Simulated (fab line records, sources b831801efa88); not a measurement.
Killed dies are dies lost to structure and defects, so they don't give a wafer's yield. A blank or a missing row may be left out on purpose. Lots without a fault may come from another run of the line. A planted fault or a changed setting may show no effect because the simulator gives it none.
Which tool did it? | flow sky130 | 12 lots, 36 wafers sampled, at 5 steps of a route of 708

WHAT THE GAUGES READ, wafer by wafer
SKY_LDD_P_OVL_MEAS_08. Usual: LDD_P_OVL 1.2 nm, standard deviation 1.3.
lot  | measured     | on         | LDD_P_OVL (nm) | flag
L588 | day 19 05:30 | overlay-02 | 1.7 1.9 -0.2   |
L589 | day 19 18:01 | overlay-02 | -1.4 2.0 1.0   |
L590 | day 20 01:25 | overlay-01 | 1.8 0.8 -0.7   |
L592 | day 20 21:37 | overlay-02 | 0.7 1.3 1.7    |
L594 | day 22 00:38 | overlay-02 | 0.2 0.2 -0.3   |
L598 | day 23 19:43 | overlay-02 | -1.4 0.9 0.7   |
L600 | day 23 22:11 | overlay-02 | 0.9 2.8 -0.5   |
L603 | day 25 02:49 | overlay-01 | -0.2 3.1 0.3   |
L604 | day 25 05:18 | overlay-01 | 2.1 0.6 -0.5   |
L609 | day 27 06:01 | overlay-01 | 1.5 1.0 0.6    |
L608 | day 27 07:25 | overlay-02 | 0.6 0.4 2.5    |
L610 | day 27 08:02 | overlay-01 | -0.2 0.1 1.4   |

SKY_LDD_HVP_TW_MEAS_10. Usual: LDD_HVP_TW 456, standard deviation 4.1.
lot  | measured     | on            | LDD_HVP_TW  | flag
L588 | day 21 20:07 | film_metro-04 | 450 449 449 |
L589 | day 22 08:50 | film_metro-01 | 460 455 457 |
L590 | day 22 16:26 | film_metro-01 | 460 459 458 |
L592 | day 23 12:08 | film_metro-01 | 457 458 457 |
L594 | day 24 14:56 | film_metro-01 | 457 458 458 |
L598 | day 26 10:01 | film_metro-01 | 457 458 459 |
L600 | day 26 12:11 | film_metro-01 | 457 460 458 |
L603 | day 27 16:32 | film_metro-04 | 452 451 450 |
L604 | day 27 17:15 | film_metro-04 | 451 452 451 |
L609 | day 29 15:30 | film_metro-01 | 460 462 457 |
L608 | day 29 16:54 | film_metro-01 | 462 462 459 |
L610 | day 29 17:02 | film_metro-04 | 451 451 451 |

SKY_LDD_LDN_OVL_MEAS_07. Usual: LDD_LDN_OVL -0.4 nm, standard deviation 1.2.
lot  | measured     | on         | LDD_LDN_OVL (nm)                          | flag
L588 | day 23 02:39 | overlay-01 | 0.1 -0.8 -0.2                             |
L589 | day 23 15:10 | overlay-02 | -1.7 0.7 0.0                              |
L590 | day 23 23:02 | overlay-01 | 0.0 0.1 2.5                               |
L592 | day 24 18:58 | overlay-01 | 0.6 -0.4 1.6                              |
L594 | day 25 21:16 | overlay-01 | -105.2 -101.9 -102.8 -104.8 -101.8 -103.0 | OFF
L598 | day 27 15:02 | overlay-02 | -104.3 -104.8 -105.9 -105.0 -104.8 -106.0 | OFF
L600 | day 27 17:23 | overlay-02 | -1.9 0.3 0.0                              |
L603 | day 28 20:50 | overlay-01 | -2.7 -3.1 -1.6                            |
L604 | day 28 22:23 | overlay-02 | -1.2 -1.3 -1.4                            |
L609 | day 30 19:35 | overlay-01 | 0.1 0.3 1.3                               |
L608 | day 30 21:03 | overlay-02 | -0.6 -0.2 0.4                             |
L610 | day 30 21:05 | overlay-01 | -2.6 -1.3 -2.2                            |

WHICH TOOL RAN EACH LOT (tool, then ch and the chambers of the sampled wafers, then the start)
lot  | SKY_LDD_HVP_STRIP_09                 | SKY_LDD_LDN_EXPOSE_04
L588 | plasma_asher-04 ch 0,1, day 21 20:00 | iline_stepper-01 ch 0, day 22 11:31
L589 | plasma_asher-04 ch 0,1, day 22 08:44 | iline_stepper-01 ch 0, day 23 00:19
L590 | plasma_asher-04 ch 0,1, day 22 16:20 | iline_stepper-02 ch 0, day 23 08:13
L592 | plasma_asher-04 ch 1, day 23 12:02   | iline_stepper-02 ch 0, day 24 03:14
L594 | plasma_asher-04 ch 1, day 24 14:50   | iline_stepper-01 ch 0, day 25 06:05
L598 | plasma_asher-04 ch 0,1, day 26 09:54 | iline_stepper-01 ch 0, day 27 00:52
L600 | plasma_asher-04 ch 0,1, day 26 12:05 | iline_stepper-02 ch 0, day 27 03:34
L603 | plasma_asher-02 ch 0,1, day 27 16:26 | iline_stepper-02 ch 0, day 28 06:44
L604 | plasma_asher-01 ch 0,1, day 27 17:08 | iline_stepper-02 ch 0, day 28 07:47
L609 | plasma_asher-01 ch 0,1, day 29 15:24 | iline_stepper-02 ch 0, day 30 05:44
L608 | plasma_asher-02 ch 0,1, day 29 16:49 | iline_stepper-02 ch 0, day 30 06:58
L610 | plasma_asher-01 ch 0,1, day 29 16:56 | iline_stepper-02 ch 0, day 30 07:05
- SKY_LDD_HVP_STRIP_09: strips in O2/N2.
- SKY_LDD_LDN_EXPOSE_04: exposes mask LDNTM, target cd 700 nm.

WHAT THE TOOLS THEMSELVES READ (means of the sampled wafers that have a number; where no wafer has one, the mark that the record gives instead)
SKY_LDD_HVP_STRIP_09. Usual: chamber_pressure_mTorr 1500.0 mTorr, standard deviation 1.4; drypump_motor_current_A 5.6 A, standard deviation 0.53; oes_product_au 0.408 a.u., standard deviation 0.0046; strip_time_to_endpoint_s 4.131 s, standard deviation 0.015.
lot  | tool            | chamber_pressure_mTorr (mTorr) | drypump_motor_current_A (A) | oes_product_au (a.u.) | strip_time_to_endpoint_s (s) | flag
L588 | plasma_asher-04 | 1498.8                         | 5.3                         | 0.410                 | 4.151                        |
L589 | plasma_asher-04 | 1500.2                         | 5.7                         | 0.410                 | 4.131                        |
L590 | plasma_asher-04 | 1500.9                         | 5.7                         | 0.406                 | 4.131                        |
L592 | plasma_asher-04 | 1501.5                         | 4.9                         | 0.406                 | 4.139                        |
L594 | plasma_asher-04 | 1500.2                         | 4.9                         | 0.411                 | 4.133                        |
L598 | plasma_asher-04 | 1500.6                         | 5.3                         | 0.403                 | 4.130                        |
L600 | plasma_asher-04 | 1499.4                         | 5.7                         | 0.409                 | 4.130                        |
L603 | plasma_asher-02 | 1497.7                         | 5.4                         | 0.414                 | 4.156                        |
L604 | plasma_asher-01 | 1500.4                         | 5.6                         | 0.407                 | 4.118                        |
L609 | plasma_asher-01 | 1501.4                         | 5.8                         | 0.414                 | 4.115                        |
L608 | plasma_asher-02 | 1498.7                         | 5.8                         | 0.404                 | 4.117                        |
L610 | plasma_asher-01 | 1501.2                         | 5.8                         | 0.407                 | 4.125                        |

SKY_LDD_LDN_EXPOSE_04. Usual: reticle_temp_C 23.01 C, standard deviation 0.1.
lot  | tool             | reticle_temp_C (C) | flag
L588 | iline_stepper-01 | 22.91              |
L589 | iline_stepper-01 | 23.04              |
L590 | iline_stepper-02 | 22.87              |
L592 | iline_stepper-02 | 22.97              |
L594 | iline_stepper-01 | 23.00              |
L598 | iline_stepper-01 | 22.89              |
L600 | iline_stepper-02 | 23.07              |
L603 | iline_stepper-02 | 22.89              |
L604 | iline_stepper-02 | 23.05              |
L609 | iline_stepper-02 | 23.17              |
L608 | iline_stepper-02 | 23.05              |
L610 | iline_stepper-02 | 22.97              |

THE ANSWER, worked out from the rows above alone
Rule: a lot is off if the mean of its wafers that have a number lies more than 3 standard deviations from the usual mean. A lot without any number at a reading at which 4 lots or more have one is off too. The other lots that the step has rows for count as sound. The gauges are gone through in route order, then the tools' own readings, and for those a lot's mean is taken as printed above. The first step at which some lot is off is used, and at that step the reading that is off furthest; a lot without a number counts as furthest.
Off: L594, L598, at SKY_LDD_LDN_OVL_MEAS_07 (LDD_LDN_OVL).
A tool fits if, at a process step before that reading, it ran every lot that is off, and no sound lot after the first of them. The gauges at SKY_LDD_LDN_OVL_MEAS_07 are tried like those tools. One fits: iline_stepper-01 at SKY_LDD_LDN_EXPOSE_04. Its last sound lot is L589 (day 23 00:19), its first lot that is off L594 (day 25 06:05): a fault that began between those two fits.

WHAT THE SIMULATOR HAD PUT IN
Scanner matching overlay: iline_stepper-01, from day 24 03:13 on, at SKY_LDD_LDN_EXPOSE_04. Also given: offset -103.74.
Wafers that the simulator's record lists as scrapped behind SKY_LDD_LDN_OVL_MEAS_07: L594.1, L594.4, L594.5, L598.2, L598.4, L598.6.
Lots struck among those shown: L594, L598. The rule above found the same.
